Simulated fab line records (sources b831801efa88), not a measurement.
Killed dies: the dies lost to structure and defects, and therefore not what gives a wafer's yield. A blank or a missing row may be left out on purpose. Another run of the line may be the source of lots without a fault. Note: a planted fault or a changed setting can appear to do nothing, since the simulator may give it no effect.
Which of the tools did it? | flow gf180mcu | 6 lots with 17 wafers sampled at 2 steps, on a route of 602 steps

WHAT THE GAUGES SHOWED, per wafer
GF_PSD_RS_MEAS_14: the measuring method here is four-point-probe.
lot  | measured     | on            | NSD_RS (ohm/sq)
L255 | day 15 01:17 | film-metro-01 | 46.13 46.11 46.06
L257 | day 15 18:25 | film-metro-01 | 46.27 46.07 46.18
L261 | day 16 22:29 | film-metro-03 | 44.35 44.43 44.41 44.42
L270 | day 20 15:34 | film-metro-03 | 45.93 46.08 46.01
L273 | day 21 12:54 | film-metro-04 | 46.29 46.36 46.34
L276 | day 22 14:56 | film-metro-03 | 46.18 46.30 46.20

EACH LOT AND THE TOOL THAT RAN IT (in order: tool; ch and the chambers of the sampled wafers; start)
lot  | GF_PSD_RTA_13
L255 | rtp-anneal-01 ch 0, day 15 01:11
L257 | rtp-anneal-02 ch 0, day 15 18:20
L261 | rtp-anneal-02 ch 0, day 16 22:23
L270 | rtp-anneal-02 ch 0, day 20 15:29
L273 | rtp-anneal-01 ch 0, day 21 12:49
L276 | rtp-anneal-02 ch 0, day 22 14:46
- GF_PSD_RTA_13: time 20 s.

THE ANSWER, worked out from the rows above alone
Rule: usual is defined by the lots themselves. The widest of any qualifying gaps counts: lots, ordered by their means at a reading, are off when they make up no more than a third of the lots, leave a main group of 4 or more, and stand apart from it by 3 or more times the standard deviation of that group's means. A main group whose means are all the same, to the digits that the tables above print for the reading, isn't used. A lot without any number at a reading at which 4 lots or more have one is off too. Any other lot the step has rows for is counted as sound.
Off: L261, at GF_PSD_RS_MEAS_14 (NSD_RS). Mean 46.17 ohm/sq and standard deviation 0.11 in the main group.
If a tool, at a process step before that reading, ran all the lots that are off and no sound lot after the first of them, it fits. Gauges at GF_PSD_RS_MEAS_14: tried the same way as those tools. Of those tried, none fits.

WHAT THE SIMULATOR HAD INSERTED
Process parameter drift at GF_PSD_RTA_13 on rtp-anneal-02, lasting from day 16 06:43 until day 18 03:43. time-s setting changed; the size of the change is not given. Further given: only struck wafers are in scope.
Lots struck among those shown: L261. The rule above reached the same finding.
